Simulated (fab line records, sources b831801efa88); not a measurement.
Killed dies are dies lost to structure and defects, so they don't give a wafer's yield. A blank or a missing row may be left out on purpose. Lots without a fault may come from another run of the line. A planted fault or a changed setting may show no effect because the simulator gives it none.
fab line records | flow gf180mcu
record lots=5 wafers=15 last_day=33
route steps=602 shown DUAL_GATE@154 POLY_GATE@157 HV_LDD@176
lots that met no fault: from a run of the same line without faults
start_h: hours from the record's first day to the start of the lot's first wafer shown | wait_h: hours since the lot's step before | " the same as in the row above | L1.1+2: a row that stands for several wafers | - no value, or no start given | * or withheld: withheld | < > ~ a bound
route shown NAME@n: a module of which the file shows steps, and the number in the route of the first | usual: mean/standard deviation of fault-free wafers | same: alike in all rows | chamber/n: place in a boat | sites: the reading at each site | _std_site: their standard deviation | _edge_site: outer sites' mean less inner sites' | radius_mm: how far each site lies from the wafer's centre | mask NAME#n: copy n | behind: the tool/chamber that last shaped the wafer | hold: why the lot was held/for how many hours/how that ended | device: the transistor (n, p or np) that didn't switch | end of line: the same wafers' tests at the end of the route | a step without rows: its recipe alone | killed: dies lost to structure and defects at the first sort, not the wafer's yield | map: a wafer's dies, x killed, . not, _ none there
set.NAME: the setting as run; set.NAME@STEP: as run at that earlier step | model.NAME: the simulator's own value behind a step, which no gauge read
lots at some steps of the route; a table a step, a row a wafer
services: from which hour (start_h, from the record's first day; less than 0 if before it) a tool's chamber was out of use, for how many hours, and why
## steps
# step GF_DUAL_GATE_STRIP_13
# recipe chemistry=O2/N2 power_w=1400 pressure_mtorr=1500 platen_temp_c=250 o2_flow_sccm=3000 n2_flow_sccm=300 overash_fraction=0.5
# usual drypump_motor_current_A=5.9/0.43 heater_power_w=320/16 oes_product_au=0.716/0.0051 strip_time_to_endpoint_s=12.63/0.036
# columns lot.wafer tool chamber start_h wait_h drypump_motor_current_A heater_power_w oes_product_au rf_hours_counter_h strip_time_to_endpoint_s
L075.1 plasma_asher-01 1 196.77 0.0 5.4 311 0.714 41 12.61
L075.4 " 1 " " 5.3 316 0.722 - 12.69
L075.5 " 0 " " 5.9 332 0.715 - 12.63
L079.1 plasma_asher-03 0 207.02 0.0 6.4 338 0.721 44 12.60
L079.3 " 1 " " 6.1 332 0.715 - 12.59
L079.6 " 1 " " 6.0 322 0.706 - 12.60
L087.2 plasma_asher-01 0 266.52 0.0 5.9 323 0.722 48 12.61
L087.3 " 0 " " 5.9 330 0.715 - 12.60
L087.6 " 1 " " 5.4 313 0.726 - 12.60
L090.2 plasma_asher-03 1 286.90 0.0 6.0 330 0.707 52 12.64
L090.3 " 0 " " 6.5 333 0.710 - 12.60
L090.4 " 1 " " 6.1 319 0.718 - 12.65
L094.2 plasma_asher-03 0 315.07 0.0 6.5 338 0.711 57 12.65
L094.3 " 1 " " 6.0 322 0.711 - 12.63
L094.4 " 0 " " 6.5 332 0.718 - 12.62
# step GF_DUAL_GATE_CLEAN_14
# recipe chemistry=SC1/SC2 mix=1:4:20 temp_c=70 time_s=150 dry=n2_spin
# usual bath_heat_duty_pct=14.4/1.6
# columns lot.wafer tool chamber start_h wait_h bath_heat_duty_pct
L075.1 wet_bench-01 3 196.87 0.1 14.5
L075.4 " 3 " " 14.4
L075.5 " 3 " " 14.3
L079.1 wet_bench-04 1 207.12 0.1 16.1
L079.3 " 1 " " 14.4
L079.6 " 1 " " 15.7
L087.2 wet_bench-04 0 266.62 0.1 14.1
L087.3 " 0 " " 13.3
L087.6 " 0 " " 12.1
L090.2 wet_bench-03 0 287.00 0.1 14.3
L090.3 " 0 " " 12.7
L090.4 " 0 " " 14.9
L094.2 wet_bench-04 2 315.17 0.1 15.8
L094.3 " 2 " " 15.7
L094.4 " 2 " " 15.2
# step GF_DUAL_GATE_OXIDATION_15
# recipe temp_c=850 ambient=O2 stabilise_s=600 purge_s=300 target_thk_a=70.98 ox_time_s=1995
# usual spike_tc_centre_C=850.3/0.97
# columns lot.wafer tool chamber start_h wait_h spike_tc_centre_C
L075.1 furnace-02 0 197.08 0.2 850.0
L075.4 " 0 " " 851.3
L075.5 " 0 " " 850.8
L079.1 furnace-02 0 207.17 0.0 853.1
L079.3 " 0 " " 849.9
L079.6 " 0 " " 850.1
L087.2 furnace-01 0 266.67 0.0 850.6
L087.3 " 0 " " 850.5
L087.6 " 0 " " 850.4
L090.2 furnace-01 0 287.06 0.0 849.9
L090.3 " 0 " " 851.0
L090.4 " 0 " " 849.1
L094.2 furnace-01 0 316.49 1.3 851.0
L094.3 " 0 " " 850.5
L094.4 " 0 " " 848.6
# step GF_POLY_GATE_CVD_00
# recipe material=poly-Si target_thk_nm=200 temp_c=620 time_s=1200 pressure_mtorr=200
# usual pressure_mtorr=200.0/0.39 spike_tc_centre_C=621.8/1.6
# columns lot.wafer tool chamber start_h wait_h pressure_mtorr spike_tc_centre_C
L075.1 lpcvd-01 1 198.64 0.0 200.1 619.9
L075.4 " 1 " " 200.8 619.2
L075.5 " 1 " " 200.4 619.3
L079.1 lpcvd-02 1 208.72 0.0 200.1 619.9
L079.3 " 1 " " 199.5 622.2
L079.6 " 1 " " 200.2 622.8
L087.2 lpcvd-01 0 268.23 0.0 200.4 622.0
L087.3 " 0 " " 200.3 622.5
L087.6 " 0 " " 199.6 620.7
L090.2 lpcvd-01 0 288.61 0.0 200.1 621.6
L090.3 " 0 " " 199.9 623.6
L090.4 " 0 " " 200.3 623.2
L094.2 lpcvd-02 0 318.04 0.0 199.9 622.2
L094.3 " 0 " " 200.0 619.7
L094.4 " 0 " " 200.0 619.9
# step GF_POLY_GATE_THK_MEAS_01
# recipe reads=poly-Si_of_POLY_GATE_CVD_00
# usual POLY_GATE_CVD_00_THK=199.9/1.8
# columns lot.wafer tool chamber start_h wait_h POLY_GATE_CVD_00_THK[nm]
L075.1 film_metro-03 - 199.97 0.0 200.2
L075.4 " - " " 200.4
L075.5 " - " " 202.8
L079.1 film_metro-02 - 210.05 0.0 200.6
L079.3 " - " " 200.0
L079.6 " - " " 199.4
L087.2 film_metro-03 - 269.57 0.0 198.1
L087.3 " - " " 197.9
L087.6 " - " " 197.4
L090.2 film_metro-02 - 289.95 0.0 197.8
L090.3 " - " " 197.3
L090.4 " - " " 199.8
L094.2 film_metro-03 - 319.39 0.0 199.2
L094.3 " - " " 200.8
L094.4 " - " " 201.3
# step GF_POLY_GATE_DEHYDRATE_02
# recipe temp_c=200 time_s=60
# usual chill_plate_temp_C=22.99/0.1 resist_line_temp_C=23.01/0.1
# columns lot.wafer tool chamber start_h wait_h chill_plate_temp_C resist_line_temp_C
L075.1 litho_track-02 0 207.89 7.9 23.00 22.92
L075.4 " 0 " " 22.99 22.99
L075.5 " 0 " " 22.97 23.17
L079.1 litho_track-01 0 217.60 7.5 22.97 23.14
L079.3 " 0 " " 22.97 22.96
L079.6 " 0 " " 22.99 23.07
L087.2 litho_track-01 0 278.42 8.8 23.14 23.03
L087.3 " 0 " " 23.19 23.02
L087.6 " 0 " " 23.17 23.04
L090.2 litho_track-04 0 299.48 9.5 22.95 23.14
L090.3 " 0 " " 23.12 23.02
L090.4 " 0 " " 22.89 23.20
L094.2 litho_track-04 0 329.43 10.0 22.98 23.07
L094.3 " 0 " " 22.95 23.05
L094.4 " 0 " " 22.94 23.18
# step GF_POLY_GATE_HMDS_03
# recipe prime_time_s=60 prime_temp_c=120
# usual chill_plate_temp_C=23.01/0.1 resist_line_temp_C=22.99/0.13
# columns lot.wafer tool chamber start_h wait_h chill_plate_temp_C resist_line_temp_C
L075.1 litho_track-02 0 208.04 0.1 23.16 23.11
L075.4 " 0 " " 23.08 22.92
L075.5 " 0 " " 22.98 23.00
L079.1 litho_track-01 0 217.75 0.1 23.00 23.06
L079.3 " 0 " " 23.26 23.00
L079.6 " 0 " " 23.09 23.12
L087.2 litho_track-01 0 278.57 0.1 22.97 22.98
L087.3 " 0 " " 23.08 22.98
L087.6 " 0 " " 23.09 23.21
L090.2 litho_track-04 0 299.63 0.1 23.26 23.00
L090.3 " 0 " " 23.06 23.03
L090.4 " 0 " " 23.11 22.98
L094.2 litho_track-04 0 329.58 0.1 23.11 22.74
L094.3 " 0 " " 22.98 22.96
L094.4 " 0 " " 22.95 22.79
# step GF_POLY_GATE_COAT_04
# recipe resist=BARC temp_c=withheld time_s=withheld spin_rpm=withheld resist_thk_nm=withheld
# usual chill_plate_temp_C=* resist_line_temp_C=*
# columns lot.wafer tool chamber start_h wait_h chill_plate_temp_C resist_line_temp_C
L075.1 litho_track-02 0 208.19 0.1 * *
L075.4 " 0 " " * *
L075.5 " 0 " " * *
L079.1 litho_track-01 0 217.90 0.1 * *
L079.3 " 0 " " * *
L079.6 " 0 " " * *
L087.2 litho_track-01 0 278.72 0.1 * *
L087.3 " 0 " " * *
L087.6 " 0 " " * *
L090.2 litho_track-04 0 299.78 0.1 * *
L090.3 " 0 " " * *
L090.4 " 0 " " * *
L094.2 litho_track-04 0 329.73 0.1 * *
L094.3 " 0 " " * *
L094.4 " 0 " " * *
# step GF_POLY_GATE_COAT_05
# recipe resist=KrF spin_rpm=withheld resist_thk_nm=700
# usual chill_plate_temp_C=22.99/0.1 resist_line_temp_C=22.99/0.11
# columns lot.wafer tool chamber start_h wait_h chill_plate_temp_C resist_line_temp_C
L075.1 litho_track-02 0 - - 23.08 23.22
L075.4 " 0 " " 22.95 23.01
L075.5 " 0 " " 23.00 22.83
L079.1 litho_track-01 0 - - 23.05 22.76
L079.3 " 0 " " 23.08 23.03
L079.6 " 0 " " 22.99 22.88
L087.2 litho_track-01 0 - - 23.07 22.92
L087.3 " 0 " " 22.97 22.94
L087.6 " 0 " " 22.94 22.94
L090.2 litho_track-04 0 - - 23.04 22.89
L090.3 " 0 " " 23.12 22.91
L090.4 " 0 " " 22.94 22.85
L094.2 litho_track-04 0 - - 22.84 23.01
L094.3 " 0 " " 23.01 22.91
L094.4 " 0 " " 22.89 22.95
# step GF_POLY_GATE_SOFTBAKE_06
# recipe temp_c=130 time_s=60 resist=KrF
# usual chill_plate_temp_C=23.00/0.1 resist_line_temp_C=23.01/0.098
# columns lot.wafer tool chamber start_h wait_h chill_plate_temp_C resist_line_temp_C
L075.1 litho_track-02 0 - - 23.10 22.99
L075.4 " 0 " " 23.15 23.04
L075.5 " 0 " " 23.13 23.13
L079.1 litho_track-01 0 - - 23.03 23.04
L079.3 " 0 " " 22.97 23.02
L079.6 " 0 " " 23.16 23.01
L087.2 litho_track-01 0 - - 23.03 23.02
L087.3 " 0 " " 23.14 23.16
L087.6 " 0 " " 23.09 22.98
L090.2 litho_track-04 0 - - 23.09 23.02
L090.3 " 0 " " 23.03 22.81
L090.4 " 0 " " 23.02 22.94
L094.2 litho_track-04 0 - - 23.09 23.16
L094.3 " 0 " " 23.08 22.94
L094.4 " 0 " " 23.17 23.16
# step GF_POLY_GATE_EXPOSE_07
# recipe mask_id=Poly2 target_cd_nm=280 na=0.68 source_shape=conventional sigma_outer=0.6 dose_mj=28
# columns lot.wafer tool chamber start_h wait_h mask
L075.1+4+5 krf_scanner-02 0 - - Poly2#0
L079.1+3+6 krf_scanner-02 0 - - Poly2#0
L087.2+3+6 krf_scanner-02 0 - - Poly2#0
L090.2+3+4 krf_scanner-02 0 - - Poly2#0
L094.2+3+4 krf_scanner-02 0 - - Poly2#0
# step GF_POLY_GATE_PEB_08
# recipe peb_temp_c=135 peb_time_s=90 resist=KrF
# usual chill_plate_temp_C=22.99/0.093 resist_line_temp_C=23.01/0.11
# columns lot.wafer tool chamber start_h wait_h chill_plate_temp_C resist_line_temp_C
L075.1 litho_track-02 0 - - 23.01 22.96
L075.4 " 0 " " 23.17 22.78
L075.5 " 0 " " 23.16 22.88
L079.1 litho_track-02 0 - - 23.15 22.87
L079.3 " 0 " " 23.03 22.76
L079.6 " 0 " " 23.06 23.07
L087.2 litho_track-01 0 - - 22.92 23.07
L087.3 " 0 " " 22.90 23.10
L087.6 " 0 " " 22.93 22.93
L090.2 litho_track-04 0 - - 22.78 22.92
L090.3 " 0 " " 22.87 22.84
L090.4 " 0 " " 22.94 22.80
L094.2 litho_track-02 0 - - 22.88 22.88
L094.3 " 0 " " 22.88 23.05
L094.4 " 0 " " 23.10 23.14
# step GF_POLY_GATE_DEVELOP_09
# recipe develop_time_s=60 resist=KrF dev_temp_c=21
# usual chill_plate_temp_C=22.99/0.096 resist_line_temp_C=22.98/0.11
# columns lot.wafer tool chamber start_h wait_h chill_plate_temp_C resist_line_temp_C
L075.1 litho_track-02 0 217.04 0.2 22.91 23.02
L075.4 " 0 " " 23.09 22.82
L075.5 " 0 " " 23.14 22.96
L079.1 litho_track-02 0 226.79 0.2 22.95 23.08
L079.3 " 0 " " 23.02 22.97
L079.6 " 0 " " 23.05 23.08
L087.2 litho_track-01 0 289.52 0.2 23.10 23.16
L087.3 " 0 " " 23.01 23.08
L087.6 " 0 " " 23.02 22.92
L090.2 litho_track-04 0 310.28 0.2 22.90 22.89
L090.3 " 0 " " 22.93 22.86
L090.4 " 0 " " 22.98 23.04
L094.2 litho_track-02 0 340.16 0.2 23.14 22.92
L094.3 " 0 " " 22.96 22.86
L094.4 " 0 " " 23.13 22.85
# step GF_POLY_GATE_CD_MEAS_10
# recipe target_cd_nm=280
# usual cd_nm=280.1/0.93
# columns lot.wafer tool chamber start_h wait_h cd_nm
L075.1 cd_sem-01 - 217.19 0.1 280.4
L075.4 " - " " 279.9
L075.5 " - " " 279.7
L079.1 cd_sem-01 - 226.94 0.1 281.2
L079.3 " - " " 279.9
L079.6 " - " " 280.4
L087.2 cd_sem-02 - 289.67 0.1 281.5
L087.3 " - " " 280.7
L087.6 " - " " 281.6
L090.2 cd_sem-01 - 310.42 0.1 281.8
L090.3 " - " " 279.8
L090.4 " - " " 279.6
L094.2 cd_sem-01 - 340.30 0.1 281.1
L094.3 " - " " 280.0
L094.4 " - " " 279.9
# step GF_POLY_GATE_OVL_MEAS_11
# usual POLY_GATE_OVL=2/5.7
# columns lot.wafer tool chamber start_h wait_h POLY_GATE_OVL[nm]
L075.1 overlay-01 - 217.31 0.1 9
L075.4 " - " " 4
L075.5 " - " " 8
L079.1 overlay-01 - 227.06 0.1 1
L079.3 " - " " 1
L079.6 " - " " 3
L087.2 overlay-01 - 289.77 0.1 1
L087.3 " - " " -6
L087.6 " - " " -4
L090.2 overlay-01 - 310.53 0.1 6
L090.3 " - " " -3
L090.4 " - " " 2
L094.2 overlay-01 - 340.41 0.1 4
L094.3 " - " " 5
L094.4 " - " " 3
# step GF_POLY_GATE_ETCH_12
# recipe chemistry=N2/H2 target_depth_a=withheld overetch_a=withheld time_s=withheld target=BARC ion_energy_ev=200 source_w=500 bias_w=100 pressure_mtorr=30 n2_flow_sccm=100 h2_flow_sccm=200
# usual drypump_motor_current_A=5.8/0.57 oes_product_au=0.735/0.0044 throttle_valve_pct=13.213/0.0092
# columns lot.wafer tool chamber start_h wait_h drypump_motor_current_A oes_product_au throttle_valve_pct
L075.1 rie_diel-02 0 217.34 0.0 5.6 0.739 13.215
L075.4 " 2 " " 5.6 0.728 13.208
L075.5 " 2 " " 5.6 0.743 13.209
L079.1 rie_diel-04 2 227.09 0.0 6.2 0.739 13.212
L079.3 " 1 " " 6.1 0.730 13.218
L079.6 " 3 " " 6.4 0.734 13.209
L087.2 rie_diel-01 3 289.80 0.0 6.2 0.734 13.216
L087.3 " 0 " " 5.0 0.733 13.219
L087.6 " 0 " " 5.0 0.737 13.215
L090.2 rie_diel-04 0 310.56 0.0 4.8 0.737 13.208
L090.3 " 2 " " 6.2 0.731 13.218
L090.4 " 1 " " 6.1 0.729 13.227
L094.2 rie_diel-01 3 340.44 0.0 6.2 0.730 13.211
L094.3 " 1 " " 6.2 0.730 13.215
L094.4 " 2 " " 4.9 0.731 13.200
# step GF_POLY_GATE_ETCH_13
# recipe target=poly-Si target_depth_nm=198.5 stop_on=SiO2 over_etch_frac=0.403 chemistry=HBr/Cl2 icp_w=400 bias_w=100 pressure_mtorr=10 HBr_flow_sccm=150 Cl2_flow_sccm=50 time_s=69.6
# usual drypump_motor_current_A=5.8/0.48 oes_product_au=0.990/0.0072 throttle_valve_pct=33.685/0.01
# columns lot.wafer tool chamber start_h wait_h drypump_motor_current_A oes_product_au rf_hours_counter_h throttle_valve_pct
L075.1 rie_si-02 0 217.39 - 6.4 0.987 86 33.690
L075.4 " 2 " " 5.6 0.995 56 33.675
L075.5 " 1 " " 5.4 0.997 - 33.695
L079.1 rie_si-01 3 227.14 - 6.0 0.984 41 33.672
L079.3 " 2 " " 5.8 0.991 4 33.680
L079.6 " 3 " " 6.1 0.991 - 33.694
L087.2 rie_si-02 2 289.85 - 5.6 0.991 56 33.679
L087.3 " 0 " " 6.4 0.982 87 33.677
L087.6 " 1 " " 5.4 0.974 - 33.672
L090.2 rie_si-02 3 310.61 - 6.6 0.997 38 33.694
L090.3 " 0 " " 6.4 0.975 87 33.689
L090.4 " 3 " " 6.6 0.995 - 33.673
L094.2 rie_si-01 3 340.49 - 6.0 0.994 42 33.666
L094.3 " 2 " " 5.7 0.998 5 33.683
L094.4 " 1 " " 5.2 0.988 5 33.690
# step GF_POLY_GATE_STRIP_14
# recipe chemistry=O2/N2 power_w=1400 pressure_mtorr=1500 platen_temp_c=250 o2_flow_sccm=3000 n2_flow_sccm=300 overash_fraction=0.5
# usual drypump_motor_current_A=5.7/0.36 heater_power_w=316/20 oes_product_au=0.504/0.0046
# columns lot.wafer tool chamber start_h wait_h drypump_motor_current_A heater_power_w oes_product_au rf_hours_counter_h
L075.1 plasma_asher-02 0 217.45 0.0 6.0 306 0.509 11
L075.4 " 1 " " 5.7 342 0.506 -
L075.5 " 1 " " 5.7 349 0.501 -
L079.1 plasma_asher-04 1 227.20 0.0 5.1 280 0.499 60
L079.3 " 1 " " 5.2 280 0.505 -
L079.6 " 0 " " 6.1 325 0.503 -
L087.2 plasma_asher-04 0 289.91 0.0 6.1 320 0.508 66
L087.3 " 1 " " 5.1 281 0.508 -
L087.6 " 1 " " 5.1 287 0.503 -
L090.2 plasma_asher-01 1 310.66 0.0 5.3 306 0.497 53
L090.3 " 1 " " 5.3 316 0.499 -
L090.4 " 0 " " 5.9 323 0.506 -
L094.2 plasma_asher-04 1 340.55 0.0 5.1 287 0.505 72
L094.3 " 1 " " 5.1 284 0.501 -
L094.4 " 0 " " 6.1 318 0.501 -
# step GF_POLY_GATE_CLEAN_15
# recipe chemistry=SC1/SC2 mix=1:4:20 temp_c=70 time_s=150 dry=n2_spin
# usual bath_heat_duty_pct=14.1/1.5
# columns lot.wafer tool chamber start_h wait_h bath_heat_duty_pct
L075.1 wet_bench-03 0 217.55 0.1 12.2
L075.4 " 0 " " 13.7
L075.5 " 0 " " 13.7
L079.1 wet_bench-04 1 227.30 0.1 16.3
L079.3 " 1 " " 14.2
L079.6 " 1 " " 15.4
L087.2 wet_bench-04 0 290.01 0.1 12.7
L087.3 " 0 " " 12.1
L087.6 " 0 " " 13.6
L090.2 wet_bench-04 3 310.76 0.1 10.9
L090.3 " 3 " " 10.5
L090.4 " 3 " " 10.9
L094.2 wet_bench-03 3 340.65 0.1 15.8
L094.3 " 3 " " 15.9
L094.4 " 3 " " 17.5
# step GF_POLY_GATE_OXIDATION_16
# recipe temp_c=850 ambient=O2 stabilise_s=600 purge_s=300 target_thk_a=40 ox_time_s=899
# usual spike_tc_centre_C=850.2/1.1
# columns lot.wafer tool chamber start_h wait_h spike_tc_centre_C
L075.1 furnace-02 0 217.73 0.1 850.6
L075.4 " 0 " " 851.6
L075.5 " 0 " " 850.8
L079.1 furnace-02 0 228.30 1.0 850.5
L079.3 " 0 " " 850.0
L079.6 " 0 " " 850.3
L087.2 furnace-01 0 290.52 0.5 849.5
L087.3 " 0 " " 848.8
L087.6 " 0 " " 848.9
L090.2 furnace-01 0 311.31 0.5 849.3
L090.3 " 0 " " 851.2
L090.4 " 0 " " 850.5
L094.2 furnace-01 0 341.51 0.8 851.6
L094.3 " 0 " " 847.5
L094.4 " 0 " " 851.3
# step GF_POLY_GATE_THK_MEAS_17
# recipe reads=SiO2_of_POLY_GATE_OXIDATION_16
# usual POLY_GATE_OXIDATION_THK=3.98/0.09
# columns lot.wafer tool chamber start_h wait_h POLY_GATE_OXIDATION_THK[nm]
L075.1 film_metro-02 - 218.98 0.0 4.07
L075.4 " - " " 4.08
L075.5 " - " " 4.02
L079.1 film_metro-03 - 229.55 0.0 3.76
L079.3 " - " " 3.77
L079.6 " - " " 3.86
L087.2 film_metro-01 - 291.78 0.0 3.94
L087.3 " - " " 3.82
L087.6 " - " " 3.83
L090.2 film_metro-03 - 312.57 0.0 4.01
L090.3 " - " " 4.07
L090.4 " - " " 3.97
L094.2 film_metro-02 - 342.77 0.0 4.05
L094.3 " - " " 4.00
L094.4 " - " " 3.99
# step GF_POLY_GATE_CD_MEAS_18
# usual cd_nm=280.5/1.3
# columns lot.wafer tool chamber start_h wait_h cd_nm
L075.1 cd_sem-01 - 219.04 0.1 280.0
L075.4 " - " " 280.8
L075.5 " - " " 279.7
L079.1 cd_sem-02 - 229.61 0.1 281.8
L079.3 " - " " 282.1
L079.6 " - " " 282.6
L087.2 cd_sem-01 - 291.86 0.1 281.4
L087.3 " - " " 279.9
L087.6 " - " " 281.3
L090.2 cd_sem-01 - 312.65 0.1 282.0
L090.3 " - " " 279.5
L090.4 " - " " 279.2
L094.2 cd_sem-01 - 342.85 0.1 280.5
L094.3 " - " " 279.8
L094.4 " - " " 278.5
# step GF_HV_LDD_DEHYDRATE_00
# recipe temp_c=200 time_s=60
# usual chill_plate_temp_C=22.99/0.11 resist_line_temp_C=23.04/0.1
# columns lot.wafer tool chamber start_h wait_h chill_plate_temp_C resist_line_temp_C
L075.1 litho_track-01 0 227.40 8.3 22.92 23.14
L075.4 " 0 " " 23.04 22.94
L075.5 " 0 " " 23.06 23.02
L079.1 litho_track-01 0 238.10 8.5 22.96 22.75
L079.3 " 0 " " 23.14 23.08
L079.6 " 0 " " 22.99 22.95
L087.2 litho_track-01 0 301.02 9.1 22.98 22.92
L087.3 " 0 " " 22.93 23.13
L087.6 " 0 " " 22.94 22.98
L090.2 litho_track-04 0 322.48 9.8 23.03 23.08
L090.3 " 0 " " 23.12 23.05
L090.4 " 0 " " 23.03 23.01
L094.2 litho_track-04 0 353.08 10.2 23.01 23.15
L094.3 " 0 " " 23.10 23.09
L094.4 " 0 " " 22.97 23.06
# step GF_HV_LDD_HMDS_01
# recipe prime_time_s=60 prime_temp_c=120
# usual chill_plate_temp_C=23.01/0.13 resist_line_temp_C=22.99/0.1
# columns lot.wafer tool chamber start_h wait_h chill_plate_temp_C resist_line_temp_C
L075.1 litho_track-01 0 227.55 0.1 23.00 23.14
L075.4 " 0 " " 22.91 23.06
L075.5 " 0 " " 22.91 23.06
L079.1 litho_track-01 0 238.25 0.1 23.27 23.03
L079.3 " 0 " " 23.04 22.95
L079.6 " 0 " " 23.09 23.07
L087.2 litho_track-01 0 301.17 0.1 22.94 22.79
L087.3 " 0 " " 22.83 22.87
L087.6 " 0 " " 22.89 22.83
L090.2 litho_track-04 0 322.63 0.1 22.73 22.98
L090.3 " 0 " " 22.95 22.99
L090.4 " 0 " " 22.79 22.93
L094.2 litho_track-04 0 353.23 0.1 23.02 22.97
L094.3 " 0 " " 22.84 23.02
L094.4 " 0 " " 22.89 22.92
# step GF_HV_LDD_COAT_02
# recipe resist=NOVOLAK spin_rpm=3000 resist_thk_nm=1000
# usual chill_plate_temp_C=23.00/0.1 resist_line_temp_C=22.97/0.12
# columns lot.wafer tool chamber start_h wait_h chill_plate_temp_C resist_line_temp_C
L075.1 litho_track-01 0 227.70 0.1 23.04 22.86
L075.4 " 0 " " 23.16 22.97
L075.5 " 0 " " 23.21 22.93
L079.1 litho_track-01 0 238.40 0.1 23.11 23.08
L079.3 " 0 " " 23.01 23.15
L079.6 " 0 " " 22.98 23.08
L087.2 litho_track-01 0 301.32 0.1 22.98 23.02
L087.3 " 0 " " 23.12 22.94
L087.6 " 0 " " 23.06 22.76
L090.2 litho_track-04 0 322.78 0.1 23.10 23.04
L090.3 " 0 " " 23.08 22.92
L090.4 " 0 " " 22.91 22.86
L094.2 litho_track-04 0 353.38 0.1 22.78 23.09
L094.3 " 0 " " 22.93 23.21
L094.4 " 0 " " 22.84 23.21
# step GF_HV_LDD_SOFTBAKE_03
# recipe temp_c=90 time_s=60 resist=NOVOLAK
# usual chill_plate_temp_C=22.98/0.1 resist_line_temp_C=22.99/0.11
# columns lot.wafer tool chamber start_h wait_h chill_plate_temp_C resist_line_temp_C
L075.1 litho_track-01 0 227.85 0.1 23.06 22.87
L075.4 " 0 " " 23.03 23.03
L075.5 " 0 " " 23.03 23.22
L079.1 litho_track-01 0 238.55 0.1 22.92 23.09
L079.3 " 0 " " 22.95 23.08
L079.6 " 0 " " 22.97 23.10
L087.2 litho_track-01 0 301.47 0.1 22.89 22.91
L087.3 " 0 " " 22.87 22.92
L087.6 " 0 " " 22.84 23.05
L090.2 litho_track-04 0 322.93 0.1 23.07 22.84
L090.3 " 0 " " 23.04 22.94
L090.4 " 0 " " 23.09 22.95
L094.2 litho_track-04 0 353.53 0.1 22.99 22.91
L094.3 " 0 " " 23.11 22.95
L094.4 " 0 " " 23.10 22.95
# step GF_HV_LDD_EXPOSE_04
# recipe mask_id=Nplus_LV_AREA target_cd_nm=400 na=0.6 source_shape=conventional sigma_outer=0.6 dose_mj=140
# columns lot.wafer tool chamber start_h wait_h mask
L075.1+4+5 iline_stepper-02 0 - - Nplus_LV_AREA#0
L079.1+3+6 iline_stepper-01 0 - - Nplus_LV_AREA#0
L087.2+3+6 iline_stepper-02 0 - - Nplus_LV_AREA#0
L090.2+3+4 iline_stepper-01 0 - - Nplus_LV_AREA#0
L094.2+3+4 iline_stepper-02 0 - - Nplus_LV_AREA#0
# step GF_HV_LDD_PEB_05
# recipe temp_c=withheld time_s=* resist=NOVOLAK
# usual chill_plate_temp_C=* resist_line_temp_C=*
# columns lot.wafer tool chamber start_h wait_h chill_plate_temp_C resist_line_temp_C
L075.1 litho_track-01 0 - - * *
L075.4 " 0 " " * *
L075.5 " 0 " " * *
L079.1 litho_track-04 0 - - * *
L079.3 " 0 " " * *
L079.6 " 0 " " * *
L087.2 litho_track-01 0 - - * *
L087.3 " 0 " " * *
L087.6 " 0 " " * *
L090.2 litho_track-01 0 - - * *
L090.3 " 0 " " * *
L090.4 " 0 " " * *
L094.2 litho_track-04 0 - - * *
L094.3 " 0 " " * *
L094.4 " 0 " " * *
# step GF_HV_LDD_DEVELOP_06
# recipe develop_time_s=60 dev_temp_c=23
# usual chill_plate_temp_C=23.00/0.1 resist_line_temp_C=23.00/0.11
# columns lot.wafer tool chamber start_h wait_h chill_plate_temp_C resist_line_temp_C
L075.1 litho_track-01 0 236.55 0.1 22.95 23.06
L075.4 " 0 " " 22.80 23.09
L075.5 " 0 " " 23.09 23.18
L079.1 litho_track-04 0 248.20 0.1 23.16 23.09
L079.3 " 0 " " 23.07 23.22
L079.6 " 0 " " 23.00 23.06
L087.2 litho_track-01 0 311.87 0.1 23.17 22.99
L087.3 " 0 " " 22.98 23.03
L087.6 " 0 " " 23.10 23.08
L090.2 litho_track-01 0 333.17 0.1 23.08 22.84
L090.3 " 0 " " 23.11 22.80
L090.4 " 0 " " 23.01 22.99
L094.2 litho_track-04 0 364.43 0.1 23.06 22.80
L094.3 " 0 " " 22.90 22.94
L094.4 " 0 " " 22.98 22.86
# step GF_HV_LDD_CD_MEAS_07
# recipe target_cd_nm=400
# usual cd_nm=401.5/2
# columns lot.wafer tool chamber start_h wait_h cd_nm
L075.1 cd_sem-02 - 236.70 0.1 404.6
L075.4 " - " " 405.3
L075.5 " - " " 403.5
L079.1 cd_sem-01 - 248.35 0.1 403.0
L079.3 " - " " 402.2
L079.6 " - " " 401.6
L087.2 cd_sem-01 - 312.02 0.1 401.8
L087.3 " - " " 400.8
L087.6 " - " " 401.2
L090.2 cd_sem-01 - 333.32 0.1 403.4
L090.3 " - " " 400.0
L090.4 " - " " 399.3
L094.2 cd_sem-01 - 364.57 0.1 402.1
L094.3 " - " " 402.4
L094.4 " - " " 401.7
# step GF_HV_LDD_OVL_MEAS_08
# usual HV_LDD_OVL=0.1/1.3
# columns lot.wafer tool chamber start_h wait_h HV_LDD_OVL[nm]
L075.1 overlay-01 - 236.82 0.1 -1.2
L075.4 " - " " -2.0
L075.5 " - " " -0.7
L079.1 overlay-01 - 248.47 0.1 -1.1
L079.3 " - " " -0.3
L079.6 " - " " -0.5
L087.2 overlay-01 - 312.12 0.1 0.8
L087.3 " - " " 0.3
L087.6 " - " " 0.4
L090.2 overlay-01 - 333.42 0.1 -0.8
L090.3 " - " " -0.5
L090.4 " - " " -1.7
L094.2 overlay-01 - 364.68 0.1 -2.0
L094.3 " - " " -0.7
L094.4 " - " " 0.8
# step GF_HV_LDD_IMPLANT_09
# recipe species=As energy_kev=40 dose_cm2=1e+14 tilt_deg=7
# columns lot.wafer tool chamber start_h wait_h
L075.1+4+5 implanter-04 0 236.85 0.0
L079.1+3+6 implanter-01 0 248.51 0.0
L087.2+3+6 implanter-02 0 312.18 0.0
L090.2+3+4 implanter-04 0 333.48 0.0
L094.2+3+4 implanter-01 0 364.73 0.0
## services
# columns tool chamber start_h hours kind
plasma_asher-03 - 177.88 2.0 repair
plasma_asher-04 - 190.15 0.7 repair
krf_scanner-02 - 190.28 3.6 pm
iline_stepper-02 - 193.02 1.7 pm
plasma_asher-01 - 199.48 0.6 repair
rie_si-02 - 199.99 1.0 repair
krf_scanner-02 - 204.36 1.3 pm
plasma_asher-03 - 208.36 0.5 repair
plasma_asher-03 - 213.73 0.3 repair
plasma_asher-04 - 213.96 2.2 repair
rie_si-02 3 217.95 2.5 repair
rie_si-02 2 221.72 10.4 repair
krf_scanner-02 - 226.49 0.9 repair
krf_scanner-02 - 229.87 1.0 pm
krf_scanner-02 - 231.13 47.7 repair
plasma_asher-04 - 238.04 0.6 repair
plasma_asher-03 - 246.89 0.9 repair
krf_scanner-02 - 249.62 2.0 repair
furnace-01 - 258.04 5.7 pm
plasma_asher-01 - 273.58 0.8 repair
furnace-02 - 289.47 3.2 pm
krf_scanner-02 - 322.20 0.8 pm
krf_scanner-02 - 361.70 11.6 pm
furnace-02 - 363.46 3.3 pm
## key
fault none
